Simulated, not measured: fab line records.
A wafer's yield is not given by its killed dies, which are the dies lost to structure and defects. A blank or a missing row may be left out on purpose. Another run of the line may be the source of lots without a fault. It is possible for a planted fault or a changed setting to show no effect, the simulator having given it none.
fab line records :: flow sky130
record:
  lots: 7
  wafers: 21
  lastDay: 50
route steps=708 shown POLY_GATE@233 LDD_N@237 PAD_OPEN@708
lots untouched by any fault: they come from a run of this same line in which no faults occurred
startH: the number of hours between the record's first day and the start of the first shown wafer of the lot :: waitH: hours from the lot's prior step to this one :: " same as the row above :: L1.1+2: a row that stands for several wafers :: - no value, or no start given :: * or withheld: withheld :: < > ~ a bound
route shown NAME@n: names a module that has steps shown in the file, with the first one's number in the route :: usual: mean and standard deviation over wafers with no fault :: same: alike in all rows :: chamber/n: place in a boat :: sites: per-site readings :: _std_site: the values' standard deviation :: _edge_site: outer sites' mean less inner sites' :: radiusMm: how far each site lies from the wafer's centre :: mask NAME#n: copy n :: behind: the tool/chamber that last shaped the wafer :: hold: why the lot was held/for how many hours/how that ended :: device: transistor that didn't switch, given as n, p or np :: end of line: the tests these same wafers got at the end of their route :: for a step that has no rows: nothing shown but its recipe :: killed: dies that structure and defects cost at the first sort, which is not the same as the wafer's yield :: map: a wafer's dies, x killed, . not, _ none there
set.NAME: the setting the step ran with; set.NAME@STEP: the setting that earlier step ran with :: model.NAME: the simulator's own value behind a step, which no gauge read
certain route steps with their lots: each step a table, each wafer a row
services: the hour from which a tool's chamber was out of use, counted from the record's first day as startH (under 0 if before that day), plus the number of hours and why
== steps ==
step: SKY_POLY_GATE_CLEAN_19
recipe:
  chemistry: SC1/SC2
  mix: 1:4:20
  tempC: 70
  timeS: 150
  dry: n2Spin
step: SKY_POLY_GATE_OXIDATION_20
recipe:
  tempC: 850
  ambient: O2
  stabiliseS: 600
  purgeS: 300
  targetThkA: 40
  oxTimeS: 899
step: SKY_POLY_GATE_THK_MEAS_21
recipe:
  reads: SiO2_of_POLY_GATE_OXIDATION_20
usual:
  POLY_GATE_OXIDATION_THK: 4.02/0.08
lot.wafer: L400.1
tool: filmMetro-04
chamber: -
startH: 434.55
waitH: 0.0
POLY_GATE_OXIDATION_THK[nm]: 3.95

lot.wafer: L400.3
tool: filmMetro-04
chamber: -
startH: 434.55
waitH: 0.0
POLY_GATE_OXIDATION_THK[nm]: 4.05

lot.wafer: L400.4
tool: filmMetro-04
chamber: -
startH: 434.55
waitH: 0.0
POLY_GATE_OXIDATION_THK[nm]: 4.04

lot.wafer: L402.1
tool: filmMetro-04
chamber: -
startH: 450.54
waitH: 0.0
POLY_GATE_OXIDATION_THK[nm]: 4.02

lot.wafer: L402.2
tool: filmMetro-04
chamber: -
startH: 450.54
waitH: 0.0
POLY_GATE_OXIDATION_THK[nm]: 4.07

lot.wafer: L402.5
tool: filmMetro-04
chamber: -
startH: 450.54
waitH: 0.0
POLY_GATE_OXIDATION_THK[nm]: 4.04

lot.wafer: L407.2
tool: filmMetro-03
chamber: -
startH: 498.71
waitH: 0.0
POLY_GATE_OXIDATION_THK[nm]: 3.97

lot.wafer: L407.3
tool: filmMetro-03
chamber: -
startH: 498.71
waitH: 0.0
POLY_GATE_OXIDATION_THK[nm]: 4.01

lot.wafer: L407.6
tool: filmMetro-03
chamber: -
startH: 498.71
waitH: 0.0
POLY_GATE_OXIDATION_THK[nm]: 4.00

lot.wafer: L408.2
tool: filmMetro-04
chamber: -
startH: 510.56
waitH: 0.0
POLY_GATE_OXIDATION_THK[nm]: 4.07

lot.wafer: L408.3
tool: filmMetro-04
chamber: -
startH: 510.56
waitH: 0.0
POLY_GATE_OXIDATION_THK[nm]: 4.04

lot.wafer: L408.5
tool: filmMetro-04
chamber: -
startH: 510.56
waitH: 0.0
POLY_GATE_OXIDATION_THK[nm]: 4.08

lot.wafer: L409.2
tool: filmMetro-03
chamber: -
startH: 514.24
waitH: 0.0
POLY_GATE_OXIDATION_THK[nm]: 4.08

lot.wafer: L409.4
tool: filmMetro-03
chamber: -
startH: 514.24
waitH: 0.0
POLY_GATE_OXIDATION_THK[nm]: 4.07

lot.wafer: L409.5
tool: filmMetro-03
chamber: -
startH: 514.24
waitH: 0.0
POLY_GATE_OXIDATION_THK[nm]: 4.14

lot.wafer: L413.2
tool: filmMetro-03
chamber: -
startH: 546.84
waitH: 0.0
POLY_GATE_OXIDATION_THK[nm]: 4.10

lot.wafer: L413.4
tool: filmMetro-03
chamber: -
startH: 546.84
waitH: 0.0
POLY_GATE_OXIDATION_THK[nm]: 4.06

lot.wafer: L413.5
tool: filmMetro-03
chamber: -
startH: 546.84
waitH: 0.0
POLY_GATE_OXIDATION_THK[nm]: 3.96

lot.wafer: L416.1
tool: filmMetro-04
chamber: -
startH: 584.02
waitH: 0.0
POLY_GATE_OXIDATION_THK[nm]: 4.01

lot.wafer: L416.2
tool: filmMetro-04
chamber: -
startH: 584.02
waitH: 0.0
POLY_GATE_OXIDATION_THK[nm]: 3.97

lot.wafer: L416.6
tool: filmMetro-04
chamber: -
startH: 584.02
waitH: 0.0
POLY_GATE_OXIDATION_THK[nm]: 4.00
step: SKY_POLY_GATE_CD_MEAS_22
usual:
  cdNm: 150.1/1.9
lot.wafer: L400.1
tool: cdSem-02
chamber: -
startH: 434.61
waitH: 0.1
cdNm: 147.4

lot.wafer: L400.3
tool: cdSem-02
chamber: -
startH: 434.61
waitH: 0.1
cdNm: 150.1

lot.wafer: L400.4
tool: cdSem-02
chamber: -
startH: 434.61
waitH: 0.1
cdNm: 149.3

lot.wafer: L402.1
tool: cdSem-01
chamber: -
startH: 450.60
waitH: 0.1
cdNm: 150.1

lot.wafer: L402.2
tool: cdSem-01
chamber: -
startH: 450.60
waitH: 0.1
cdNm: 150.5

lot.wafer: L402.5
tool: cdSem-01
chamber: -
startH: 450.60
waitH: 0.1
cdNm: 149.8

lot.wafer: L407.2
tool: cdSem-01
chamber: -
startH: 498.79
waitH: 0.1
cdNm: 148.7

lot.wafer: L407.3
tool: cdSem-01
chamber: -
startH: 498.79
waitH: 0.1
cdNm: 147.8

lot.wafer: L407.6
tool: cdSem-01
chamber: -
startH: 498.79
waitH: 0.1
cdNm: 151.9

lot.wafer: L408.2
tool: cdSem-01
chamber: -
startH: 510.64
waitH: 0.1
cdNm: 150.7

lot.wafer: L408.3
tool: cdSem-01
chamber: -
startH: 510.64
waitH: 0.1
cdNm: 151.0

lot.wafer: L408.5
tool: cdSem-01
chamber: -
startH: 510.64
waitH: 0.1
cdNm: 150.6

lot.wafer: L409.2
tool: cdSem-01
chamber: -
startH: 514.32
waitH: 0.1
cdNm: 151.7

lot.wafer: L409.4
tool: cdSem-01
chamber: -
startH: 514.32
waitH: 0.1
cdNm: 149.9

lot.wafer: L409.5
tool: cdSem-01
chamber: -
startH: 514.32
waitH: 0.1
cdNm: 148.2

lot.wafer: L413.2
tool: cdSem-01
chamber: -
startH: 546.92
waitH: 0.1
cdNm: 150.1

lot.wafer: L413.4
tool: cdSem-01
chamber: -
startH: 546.92
waitH: 0.1
cdNm: 148.4

lot.wafer: L413.5
tool: cdSem-01
chamber: -
startH: 546.92
waitH: 0.1
cdNm: 149.5

lot.wafer: L416.1
tool: cdSem-01
chamber: -
startH: 584.08
waitH: 0.1
cdNm: 151.4

lot.wafer: L416.2
tool: cdSem-01
chamber: -
startH: 584.08
waitH: 0.1
cdNm: 149.3

lot.wafer: L416.6
tool: cdSem-01
chamber: -
startH: 584.08
waitH: 0.1
cdNm: 153.9
step: SKY_LDD_N_DEHYDRATE_00
recipe:
  tempC: 200
  timeS: 60
step: SKY_LDD_N_HMDS_01
recipe:
  primeTimeS: 60
  primeTempC: 120
step: SKY_LDD_N_COAT_02
recipe:
  resist: NOVOLAK
  spinRpm: 3000
  resistThkNm: 300
step: SKY_LDD_N_SOFTBAKE_03
recipe:
  tempC: 90
  timeS: 60
  resist: NOVOLAK
step: SKY_LDD_N_EXPOSE_04
recipe:
  maskId: NTM
  targetCdNm: 840
  na: 0.6
  sourceShape: conventional
  sigmaOuter: 0.6
  doseMj: 110
step: SKY_LDD_N_PEB_05
recipe:
  tempC: withheld
  timeS: *
  resist: NOVOLAK
step: SKY_LDD_N_DEVELOP_06
recipe:
  developTimeS: 60
  devTempC: 23
step: SKY_LDD_N_OVL_MEAS_07
usual:
  LDD_N_OVL: -0.5/1.6
lot.wafer: L400.1
tool: overlay-01
chamber: -
startH: 464.99
waitH: 0.1
LDD_N_OVL[nm]: 0.5

lot.wafer: L400.3
tool: overlay-01
chamber: -
startH: 464.99
waitH: 0.1
LDD_N_OVL[nm]: 0.6

lot.wafer: L400.4
tool: overlay-01
chamber: -
startH: 464.99
waitH: 0.1
LDD_N_OVL[nm]: -0.1

lot.wafer: L402.1
tool: overlay-02
chamber: -
startH: 481.67
waitH: 0.1
LDD_N_OVL[nm]: -0.4

lot.wafer: L402.2
tool: overlay-02
chamber: -
startH: 481.67
waitH: 0.1
LDD_N_OVL[nm]: 0.0

lot.wafer: L402.5
tool: overlay-02
chamber: -
startH: 481.67
waitH: 0.1
LDD_N_OVL[nm]: -1.9

lot.wafer: L407.2
tool: overlay-01
chamber: -
startH: 529.39
waitH: 0.1
LDD_N_OVL[nm]: -2.4

lot.wafer: L407.3
tool: overlay-01
chamber: -
startH: 529.39
waitH: 0.1
LDD_N_OVL[nm]: -2.0

lot.wafer: L407.6
tool: overlay-01
chamber: -
startH: 529.39
waitH: 0.1
LDD_N_OVL[nm]: 0.4

lot.wafer: L408.2
tool: overlay-01
chamber: -
startH: 540.52
waitH: 0.1
LDD_N_OVL[nm]: -0.5

lot.wafer: L408.3
tool: overlay-01
chamber: -
startH: 540.52
waitH: 0.1
LDD_N_OVL[nm]: -1.1

lot.wafer: L408.5
tool: overlay-01
chamber: -
startH: 540.52
waitH: 0.1
LDD_N_OVL[nm]: -0.3

lot.wafer: L409.2
tool: overlay-01
chamber: -
startH: 544.68
waitH: 0.1
LDD_N_OVL[nm]: -3.2

lot.wafer: L409.4
tool: overlay-01
chamber: -
startH: 544.68
waitH: 0.1
LDD_N_OVL[nm]: -2.4

lot.wafer: L409.5
tool: overlay-01
chamber: -
startH: 544.68
waitH: 0.1
LDD_N_OVL[nm]: -2.1

lot.wafer: L413.2
tool: overlay-01
chamber: -
startH: 576.69
waitH: 0.1
LDD_N_OVL[nm]: -1.8

lot.wafer: L413.4
tool: overlay-01
chamber: -
startH: 576.69
waitH: 0.1
LDD_N_OVL[nm]: 0.4

lot.wafer: L413.5
tool: overlay-01
chamber: -
startH: 576.69
waitH: 0.1
LDD_N_OVL[nm]: -1.5

lot.wafer: L416.1
tool: overlay-02
chamber: -
startH: 613.17
waitH: 0.1
LDD_N_OVL[nm]: 1.2

lot.wafer: L416.2
tool: overlay-02
chamber: -
startH: 613.17
waitH: 0.1
LDD_N_OVL[nm]: 1.0

lot.wafer: L416.6
tool: overlay-02
chamber: -
startH: 613.17
waitH: 0.1
LDD_N_OVL[nm]: 0.7
step: SKY_LDD_N_IMPLANT_08
recipe:
  species: As
  energyKev: 20
  doseCm2: 7.5e+13
  tiltDeg: withheld
  rotationDeg: 23
usual:
  beamOnS: 9.98/0.21
  endStationPressureTorr: 5.33e-06/2.9e-07
  faradayCurrentUA: 423/8.9
same:
  implantIonAmu: 75
lot.wafer: L400.1
tool: implanter-01
chamber: 0
startH: 465.02
waitH: 0.0
beamOnS: 10.11
endStationPressureTorr: 5.26e-06
faradayCurrentUA: 416

lot.wafer: L400.3
tool: implanter-01
chamber: 0
startH: 465.02
waitH: 0.0
beamOnS: 10.05
endStationPressureTorr: 5.21e-06
faradayCurrentUA: 422

lot.wafer: L400.4
tool: implanter-01
chamber: 0
startH: 465.02
waitH: 0.0
beamOnS: 9.76
endStationPressureTorr: 5e-06
faradayCurrentUA: 433

lot.wafer: L402.1
tool: implanter-04
chamber: 0
startH: 481.71
waitH: 0.0
beamOnS: 9.79
endStationPressureTorr: 5.77e-06
faradayCurrentUA: 430

lot.wafer: L402.2
tool: implanter-04
chamber: 0
startH: 481.71
waitH: 0.0
beamOnS: 9.66
endStationPressureTorr: 5.61e-06
faradayCurrentUA: 437

lot.wafer: L402.5
tool: implanter-04
chamber: 0
startH: 481.71
waitH: 0.0
beamOnS: 10.19
endStationPressureTorr: 5.22e-06
faradayCurrentUA: 417

lot.wafer: L407.2
tool: implanter-01
chamber: 0
startH: 529.44
waitH: 0.0
beamOnS: 11.07
endStationPressureTorr: 6.922e-05
faradayCurrentUA: 368

lot.wafer: L407.3
tool: implanter-01
chamber: 0
startH: 529.44
waitH: 0.0
beamOnS: 10.99
endStationPressureTorr: 6.037e-05
faradayCurrentUA: 371

lot.wafer: L407.6
tool: implanter-01
chamber: 0
startH: 529.44
waitH: 0.0
beamOnS: 11.05
endStationPressureTorr: 6.473e-05
faradayCurrentUA: 370

lot.wafer: L408.2
tool: implanter-01
chamber: 0
startH: 540.57
waitH: 0.0
beamOnS: 11.11
endStationPressureTorr: 7.008e-05
faradayCurrentUA: 368

lot.wafer: L408.3
tool: implanter-01
chamber: 0
startH: 540.57
waitH: 0.0
beamOnS: 10.62
endStationPressureTorr: 6.96e-05
faradayCurrentUA: 384

lot.wafer: L408.5
tool: implanter-01
chamber: 0
startH: 540.57
waitH: 0.0
beamOnS: 11.21
endStationPressureTorr: 7.187e-05
faradayCurrentUA: 366

lot.wafer: L409.2
tool: implanter-01
chamber: 0
startH: 544.73
waitH: 0.0
beamOnS: 10.90
endStationPressureTorr: 6.187e-05
faradayCurrentUA: 374

lot.wafer: L409.4
tool: implanter-01
chamber: 0
startH: 544.73
waitH: 0.0
beamOnS: 10.76
endStationPressureTorr: 6.426e-05
faradayCurrentUA: 380

lot.wafer: L409.5
tool: implanter-01
chamber: 0
startH: 544.73
waitH: 0.0
beamOnS: 10.90
endStationPressureTorr: 7.053e-05
faradayCurrentUA: 376

lot.wafer: L413.2
tool: implanter-02
chamber: 0
startH: 576.74
waitH: 0.0
beamOnS: 10.01
endStationPressureTorr: 5.65e-06
faradayCurrentUA: 422

lot.wafer: L413.4
tool: implanter-02
chamber: 0
startH: 576.74
waitH: 0.0
beamOnS: 10.17
endStationPressureTorr: 5.58e-06
faradayCurrentUA: 417

lot.wafer: L413.5
tool: implanter-02
chamber: 0
startH: 576.74
waitH: 0.0
beamOnS: 10.05
endStationPressureTorr: 5.34e-06
faradayCurrentUA: 420

lot.wafer: L416.1
tool: implanter-04
chamber: 0
startH: 613.21
waitH: 0.0
beamOnS: 10.48
endStationPressureTorr: 5.04e-06
faradayCurrentUA: 403

lot.wafer: L416.2
tool: implanter-04
chamber: 0
startH: 613.21
waitH: 0.0
beamOnS: 9.97
endStationPressureTorr: 5.29e-06
faradayCurrentUA: 424

lot.wafer: L416.6
tool: implanter-04
chamber: 0
startH: 613.21
waitH: 0.0
beamOnS: 10.23
endStationPressureTorr: 5.13e-06
faradayCurrentUA: 413
step: SKY_LDD_N_IMPLANT_09
recipe:
  species: As
  energyKev: 20
  doseCm2: 7.5e+13
  tiltDeg: withheld
  rotationDeg: 113
step: SKY_PAD_OPEN_PROBE_99
usual:
  killed_at_M0_to_M3: 43/7.2
  killed_at_M4_up: 3.0/1.7
  killedAtContacts: 24/5.3
  killedAtFrontEnd: 15/4.6
  killedAtOther: 0.3/0.5
  killedDies: 85/10
  killedOnRim: 17/3.8
  killedOpen: 46/7.2
  killedShort: 39/6.4
same:
  grossDies: 492
  killedAtBackSide: 0
lot.wafer: L400.1
tool: prober-01
chamber: -
startH: 1115.66
waitH: 0.1
killed_at_M0_to_M3: 52
killed_at_M4_up: 3
killedAtContacts: 23
killedAtFrontEnd: 16
killedAtOther: 0
killedDies: 94
killedOnRim: 24
killedOpen: 45
killedShort: 49
model.etest.tipN.rsOhmSq: 440.9

lot.wafer: L400.3
tool: prober-01
chamber: -
startH: 1115.76
waitH: 0.2
killed_at_M0_to_M3: 34
killed_at_M4_up: 4
killedAtContacts: 22
killedAtFrontEnd: 12
killedAtOther: 0
killedDies: 72
killedOnRim: 11
killedOpen: 35
killedShort: 37
model.etest.tipN.rsOhmSq: 442.9

lot.wafer: L400.4
tool: prober-01
chamber: -
startH: 1115.81
waitH: 0.2
killed_at_M0_to_M3: 39
killed_at_M4_up: 4
killedAtContacts: 32
killedAtFrontEnd: 10
killedAtOther: 0
killedDies: 85
killedOnRim: 10
killedOpen: 44
killedShort: 41
model.etest.tipN.rsOhmSq: 444

lot.wafer: L402.1
tool: prober-01
chamber: -
startH: 1127.96
waitH: 0.1
killed_at_M0_to_M3: 45
killed_at_M4_up: 1
killedAtContacts: 27
killedAtFrontEnd: 15
killedAtOther: 1
killedDies: 89
killedOnRim: 16
killedOpen: 50
killedShort: 39
model.etest.tipN.rsOhmSq: 444.7

lot.wafer: L402.2
tool: prober-01
chamber: -
startH: 1128.01
waitH: 0.1
killed_at_M0_to_M3: 44
killed_at_M4_up: 6
killedAtContacts: 31
killedAtFrontEnd: 15
killedAtOther: 0
killedDies: 96
killedOnRim: 22
killedOpen: 59
killedShort: 37
model.etest.tipN.rsOhmSq: 445.5

lot.wafer: L402.5
tool: prober-01
chamber: -
startH: 1128.16
waitH: 0.2
killed_at_M0_to_M3: 39
killed_at_M4_up: 2
killedAtContacts: 23
killedAtFrontEnd: 16
killedAtOther: 0
killedDies: 80
killedOnRim: 14
killedOpen: 49
killedShort: 31
model.etest.tipN.rsOhmSq: 442

lot.wafer: L407.2
tool: prober-02
chamber: -
startH: 1157.29
waitH: 0.1
killed_at_M0_to_M3: 44
killed_at_M4_up: 3
killedAtContacts: 22
killedAtFrontEnd: 21
killedAtOther: 0
killedDies: 90
killedOnRim: 18
killedOpen: 46
killedShort: 44
model.etest.tipN.rsOhmSq: 438.7

lot.wafer: L407.3
tool: prober-02
chamber: -
startH: 1157.34
waitH: 0.2
killed_at_M0_to_M3: 45
killed_at_M4_up: 2
killedAtContacts: 24
killedAtFrontEnd: 18
killedAtOther: 0
killedDies: 89
killedOnRim: 13
killedOpen: 37
killedShort: 52
model.etest.tipN.rsOhmSq: 432.5

lot.wafer: L407.6
tool: prober-02
chamber: -
startH: 1157.49
waitH: 0.2
killed_at_M0_to_M3: 48
killed_at_M4_up: 2
killedAtContacts: 25
killedAtFrontEnd: 14
killedAtOther: 1
killedDies: 90
killedOnRim: 26
killedOpen: 50
killedShort: 40
model.etest.tipN.rsOhmSq: 437.6

lot.wafer: L408.2
tool: prober-01
chamber: -
startH: 1167.68
waitH: 0.1
killed_at_M0_to_M3: 39
killed_at_M4_up: 2
killedAtContacts: 9
killedAtFrontEnd: 10
killedAtOther: 0
killedDies: 60
killedOnRim: 11
killedOpen: 40
killedShort: 20
model.etest.tipN.rsOhmSq: 436.4

lot.wafer: L408.3
tool: prober-01
chamber: -
startH: 1167.73
waitH: 0.2
killed_at_M0_to_M3: 38
killed_at_M4_up: 3
killedAtContacts: 22
killedAtFrontEnd: 21
killedAtOther: 1
killedDies: 85
killedOnRim: 13
killedOpen: 45
killedShort: 40
model.etest.tipN.rsOhmSq: 438.9

lot.wafer: L408.5
tool: prober-01
chamber: -
startH: 1167.83
waitH: 0.2
killed_at_M0_to_M3: 40
killed_at_M4_up: 1
killedAtContacts: 19
killedAtFrontEnd: 18
killedAtOther: 1
killedDies: 79
killedOnRim: 21
killedOpen: 47
killedShort: 32
model.etest.tipN.rsOhmSq: 440.4

lot.wafer: L409.2
tool: prober-02
chamber: -
startH: 1169.63
waitH: 0.1
killed_at_M0_to_M3: 42
killed_at_M4_up: 4
killedAtContacts: 22
killedAtFrontEnd: 16
killedAtOther: 0
killedDies: 84
killedOnRim: 15
killedOpen: 40
killedShort: 44
model.etest.tipN.rsOhmSq: 437.7

lot.wafer: L409.4
tool: prober-02
chamber: -
startH: 1169.73
waitH: 0.2
killed_at_M0_to_M3: 49
killed_at_M4_up: 2
killedAtContacts: 23
killedAtFrontEnd: 8
killedAtOther: 0
killedDies: 82
killedOnRim: 25
killedOpen: 52
killedShort: 30
model.etest.tipN.rsOhmSq: 436.7

lot.wafer: L409.5
tool: prober-02
chamber: -
startH: 1169.78
waitH: 0.2
killed_at_M0_to_M3: 49
killed_at_M4_up: 2
killedAtContacts: 26
killedAtFrontEnd: 10
killedAtOther: 1
killedDies: 88
killedOnRim: 21
killedOpen: 53
killedShort: 35
model.etest.tipN.rsOhmSq: 437.9

lot.wafer: L413.2
tool: prober-02
chamber: -
startH: 1188.35
waitH: 0.1
killed_at_M0_to_M3: 40
killed_at_M4_up: 2
killedAtContacts: 20
killedAtFrontEnd: 16
killedAtOther: 0
killedDies: 78
killedOnRim: 15
killedOpen: 48
killedShort: 30
model.etest.tipN.rsOhmSq: 444.1

lot.wafer: L413.4
tool: prober-02
chamber: -
startH: 1188.45
waitH: 0.2
killed_at_M0_to_M3: 53
killed_at_M4_up: 2
killedAtContacts: 21
killedAtFrontEnd: 9
killedAtOther: 0
killedDies: 85
killedOnRim: 20
killedOpen: 47
killedShort: 38
model.etest.tipN.rsOhmSq: 442.3

lot.wafer: L413.5
tool: prober-02
chamber: -
startH: 1188.50
waitH: 0.2
killed_at_M0_to_M3: 51
killed_at_M4_up: 1
killedAtContacts: 23
killedAtFrontEnd: 18
killedAtOther: 0
killedDies: 93
killedOnRim: 17
killedOpen: 54
killedShort: 39
model.etest.tipN.rsOhmSq: 441.6

lot.wafer: L416.1
tool: prober-01
chamber: -
startH: 1207.35
waitH: 0.1
killed_at_M0_to_M3: 40
killed_at_M4_up: 4
killedAtContacts: 32
killedAtFrontEnd: 14
killedAtOther: 0
killedDies: 90
killedOnRim: 18
killedOpen: 57
killedShort: 33
model.etest.tipN.rsOhmSq: 450.1

lot.wafer: L416.2
tool: prober-01
chamber: -
startH: 1207.40
waitH: 0.1
killed_at_M0_to_M3: 35
killed_at_M4_up: 0
killedAtContacts: 27
killedAtFrontEnd: 17
killedAtOther: 1
killedDies: 80
killedOnRim: 16
killedOpen: 51
killedShort: 29
model.etest.tipN.rsOhmSq: 453.6

lot.wafer: L416.6
tool: prober-01
chamber: -
startH: 1207.60
waitH: 0.2
killed_at_M0_to_M3: 46
killed_at_M4_up: 4
killedAtContacts: 27
killedAtFrontEnd: 10
killedAtOther: 0
killedDies: 87
killedOnRim: 18
killedOpen: 43
killedShort: 44
model.etest.tipN.rsOhmSq: 452.5
killed by level:class
L400.1 METAL2:geometricParticle:short=9 VIA3:geometricParticle:open=9 VIA2:geometricParticle:open=8 METAL1:geometricParticle:short=7 VIA1:geometricParticle:open=7 LI_CONTACT:geometricParticle:open=6 LOCAL_INTERCONNECT:geometricParticle:short=6 POLY_GATE:geometricParticle:short=5
L400.3 VIA1:geometricParticle:short=10 CONTACT:geometricParticle:open=7 LI_CONTACT:geometricParticle:open=6 LOCAL_INTERCONNECT:geometricParticle:short=6 FIELD_ISO:geometricParticle:open=5 VIA1:geometricParticle:open=5 METAL4:geometricParticle:short=4 VIA3:geometricParticle:open=4
L400.4 VIA1:geometricParticle:open=10 LI_CONTACT:geometricParticle:open=8 VIA3:geometricParticle:open=7 LI_CONTACT:geometricParticle:short=7 CONTACT:geometricParticle:open=7 FIELD_ISO:geometricParticle:open=6 LOCAL_INTERCONNECT:geometricParticle:short=6 METAL3:geometricParticle:short=5
L402.1 CONTACT:geometricParticle:open=9 VIA1:geometricParticle:open=9 VIA2:geometricParticle:open=9 LI_CONTACT:geometricParticle:open=8 METAL2:geometricParticle:short=7 CONTACT:geometricParticle:short=5 VIA1:geometricParticle:short=5 POLY_GATE:geometricParticle:short=4
L402.2 VIA1:geometricParticle:open=12 LI_CONTACT:geometricParticle:open=12 CONTACT:geometricParticle:open=10 METAL1:geometricParticle:short=7 VIA2:geometricParticle:open=7 METAL4:geometricParticle:short=5 FIELD_ISO:geometricParticle:open=4 POLY_GATE:geometricParticle:open=4
L402.5 CONTACT:geometricParticle:open=10 VIA1:geometricParticle:open=9 VIA1:geometricParticle:short=8 LI_CONTACT:geometricParticle:open=7 VIA3:geometricParticle:open=5 FIELD_ISO:geometricParticle:open=4 METAL1:geometricParticle:short=4 VIA2:geometricParticle:open=4
L407.2 LI_CONTACT:geometricParticle:open=10 VIA1:geometricParticle:open=9 METAL1:geometricParticle:short=8 FIELD_ISO:geometricParticle:short=7 FIELD_ISO:geometricParticle:open=5 VIA2:geometricParticle:open=5 LOCAL_INTERCONNECT:geometricParticle:short=5 VIA2:geometricParticle:short=5
L407.3 METAL2:geometricParticle:short=12 CONTACT:geometricParticle:open=11 VIA3:geometricParticle:open=7 VIA3:geometricParticle:short=6 METAL1:geometricParticle:short=5 FIELD_ISO:geometricParticle:open=4 FIELD_ISO:geometricParticle:short=4 LI_CONTACT:geometricParticle:open=4
L407.6 CONTACT:geometricParticle:open=11 VIA1:geometricParticle:open=10 METAL2:geometricParticle:short=9 VIA2:geometricParticle:open=7 LI_CONTACT:geometricParticle:open=6 METAL3:geometricParticle:short=6 POLY_GATE:geometricParticle:short=4 VIA3:geometricParticle:short=4
L408.2 VIA1:geometricParticle:open=14 VIA2:geometricParticle:open=7 VIA1:geometricParticle:short=7 FIELD_ISO:geometricParticle:open=4 VIA3:geometricParticle:open=4 LI_CONTACT:geometricParticle:open=3 SPACER:geometricParticle:open=2 CONTACT:geometricParticle:open=2
L408.3 LI_CONTACT:geometricParticle:open=9 VIA1:geometricParticle:open=8 METAL1:geometricParticle:short=7 FIELD_ISO:geometricParticle:open=6 FIELD_ISO:geometricParticle:short=6 LOCAL_INTERCONNECT:geometricParticle:short=5 CONTACT:geometricParticle:open=5 METAL2:geometricParticle:short=5
L408.5 VIA1:geometricParticle:open=8 FIELD_ISO:geometricParticle:open=7 VIA3:geometricParticle:open=7 VIA2:geometricParticle:open=6 LI_CONTACT:geometricParticle:open=5 VIA1:geometricParticle:short=5 CONTACT:geometricParticle:open=4 METAL1:geometricParticle:short=4
L409.2 VIA1:geometricParticle:open=10 CONTACT:geometricParticle:open=8 METAL1:geometricParticle:short=7 LOCAL_INTERCONNECT:geometricParticle:short=6 METAL2:geometricParticle:short=6 VIA2:geometricParticle:open=6 FIELD_ISO:geometricParticle:short=4 LI_CONTACT:geometricParticle:open=4
L409.4 VIA1:geometricParticle:open=15 VIA2:geometricParticle:open=9 LI_CONTACT:geometricParticle:open=8 CONTACT:geometricParticle:open=7 CONTACT:geometricParticle:short=5 VIA1:geometricParticle:short=5 METAL2:geometricParticle:short=5 POLY_GATE:geometricParticle:short=3
L409.5 LI_CONTACT:geometricParticle:open=12 VIA1:geometricParticle:open=11 VIA3:geometricParticle:open=10 CONTACT:geometricParticle:open=8 VIA1:geometricParticle:short=8 METAL1:geometricParticle:short=4 METAL2:geometricParticle:short=4 FIELD_ISO:geometricParticle:open=3
L413.2 VIA1:geometricParticle:open=10 CONTACT:geometricParticle:open=8 VIA3:geometricParticle:open=8 FIELD_ISO:geometricParticle:open=7 VIA1:geometricParticle:short=5 FIELD_ISO:geometricParticle:short=4 LI_CONTACT:geometricParticle:open=4 METAL2:geometricParticle:open=4
L413.4 VIA1:geometricParticle:open=10 CONTACT:geometricParticle:open=7 METAL2:geometricParticle:short=7 LI_CONTACT:geometricParticle:open=6 VIA3:geometricParticle:open=6 METAL1:geometricParticle:open=5 VIA1:geometricParticle:short=5 LI_CONTACT:geometricParticle:short=4
L413.5 VIA1:geometricParticle:open=15 CONTACT:geometricParticle:open=9 VIA3:geometricParticle:open=7 VIA1:geometricParticle:short=6 CONTACT:geometricParticle:short=6 METAL1:geometricParticle:short=6 FIELD_ISO:geometricParticle:open=5 POLY_GATE:geometricParticle:short=5
L416.1 CONTACT:geometricParticle:open=14 VIA1:geometricParticle:open=10 LI_CONTACT:geometricParticle:open=10 VIA2:geometricParticle:open=9 METAL1:geometricParticle:short=6 CONTACT:geometricParticle:short=5 VIA3:geometricParticle:open=5 FIELD_ISO:geometricParticle:open=4
L416.2 VIA1:geometricParticle:open=13 CONTACT:geometricParticle:open=9 LI_CONTACT:geometricParticle:open=8 POLY_GATE:geometricParticle:open=6 VIA2:geometricParticle:open=6 CONTACT:geometricParticle:short=5 VIA1:geometricParticle:short=4 FIELD_ISO:geometricParticle:open=3
L416.6 CONTACT:geometricParticle:open=8 METAL1:geometricParticle:short=8 LI_CONTACT:geometricParticle:open=6 METAL2:geometricParticle:short=6 CONTACT:geometricParticle:short=5 METAL1:geometricParticle:open=5 VIA3:geometricParticle:open=5 LI_CONTACT:geometricParticle:short=4
== services ==
tool: implanter-02
chamber: -
startH: 447.69
hours: 2.0
kind: repair

tool: implanter-04
chamber: -
startH: 500.36
hours: 0.7
kind: repair

tool: implanter-04
chamber: -
startH: 516.11
hours: 5.6
kind: pm

tool: implanter-04
chamber: -
startH: 549.93
hours: 0.8
kind: repair
== key ==
firstSign:
  step: SKY_LDD_N_IMPLANT_08
  reading: endStationPressureTorr
  direction: up
  sigmas: 99+
  usual: 5.33e-06
  struck: 6.695e-05
effect:
  step: SKY_LDD_N_IMPLANT_08
  reading: faradayCurrentUA
  direction: down
  sigmas: 5.7
  usual: 423
  struck: 373
modelEffect:
  step: SKY_PAD_OPEN_PROBE_99
  value: etest.tipN.rsOhmSq
  without: 443.9
  struck: 437.4
metAt SKY_LDD_N_IMPLANT_08
struckWafers L407.2,L407.3,L407.6,L408.2,L408.3,L408.5,L409.2,L409.4,L409.5
testerLeftOut L407,L408,L409
onsetBetween 465.02 529.44
fault:
  kind: processParameterDrift
  tool: implanter-01
  chamber: -
  onsetH: 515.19
  steps: SKY_LDD_N_IMPLANT_08
  channel: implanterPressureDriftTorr
  offset: 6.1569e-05
  shape: step
  endH: 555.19
fault:
  kind: processParameterDrift
  tool: implanter-01
  chamber: -
  onsetH: 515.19
  steps: SKY_LDD_N_IMPLANT_08
  channel: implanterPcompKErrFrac
  offset: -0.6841
  shape: step
  endH: 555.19
testerLeftOut: of these lots the tester's yield and bins aren't shown, on N5 and GAA mostly nor the transistor test; their killed dies are dies lost to structure and defects alone, not to doping, threshold or leakage, so they don't give the yield
